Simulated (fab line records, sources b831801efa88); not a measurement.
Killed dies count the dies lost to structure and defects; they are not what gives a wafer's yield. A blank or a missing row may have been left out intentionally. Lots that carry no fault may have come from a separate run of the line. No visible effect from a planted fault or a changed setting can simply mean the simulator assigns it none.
Matching of chambers || flow sky130 || SKY_LI_CONTACT_CMP_02 on cmp-01 has 4 sister chambers
The step polishes PSG. 4 wafers are shown with their chamber, then 8 later ones without.

WAFERS PAIRED WITH THEIR CHAMBERS
{"wafer": "L420.2", "chamber": 1, "motor current A (A)": 12.4}
{"wafer": "L427.4", "chamber": 2, "motor current A (A)": 13.6}
{"wafer": "L427.5", "chamber": 0, "motor current A (A)": 12.1}
{"wafer": "L428.2", "chamber": 3, "motor current A (A)": 10.7}

WAFERS MISSING THEIR CHAMBER
{"wafer": "L428.3", "motor current A (A)": 11.8}
{"wafer": "L428.5", "motor current A (A)": 10.7}
{"wafer": "L430.3", "motor current A (A)": 12.0}
{"wafer": "L430.4", "motor current A (A)": 12.6}
{"wafer": "L430.6", "motor current A (A)": 10.8}
{"wafer": "L432.2", "motor current A (A)": 11.9}
{"wafer": "L432.3", "motor current A (A)": 13.6}
{"wafer": "L432.5", "motor current A (A)": 13.6}

EACH ONE'S CHAMBER
{"wafer": "L428.3", "from the rows above": "can't be placed: 0 or 1", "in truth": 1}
{"wafer": "L428.5", "from the rows above": 3, "in truth": 3}
{"wafer": "L430.3", "from the rows above": "can't be placed: 0 or 1", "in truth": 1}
{"wafer": "L430.4", "from the rows above": "can't be placed: 1 or 0", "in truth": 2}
{"wafer": "L430.6", "from the rows above": 3, "in truth": 3}
{"wafer": "L432.2", "from the rows above": "can't be placed: 0 or 1", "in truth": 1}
{"wafer": "L432.3", "from the rows above": 2, "in truth": 2}
{"wafer": "L432.5", "from the rows above": 2, "in truth": 2}
Correct placement for 4 of the 8. Unplaceable from these rows: 4, with the true chamber sitting among the candidates in 3. Wrongly placed: 0.
How it was worked out, from the rows above alone: a wafer's distance from a chamber is the root of the sum, over the readings, of the square of ((its reading less the chamber's mean) divided by the reading's scatter). If the next closest chamber is less than 2 further off than the closest, the wafer can't be placed; otherwise it belongs to the closest. For every chamber, the mean is computed from those of its wafers that are shown. The scatter: with one shown wafer a chamber, the root of the mean of the squares of how far each hidden wafer lies from its nearest shown one.
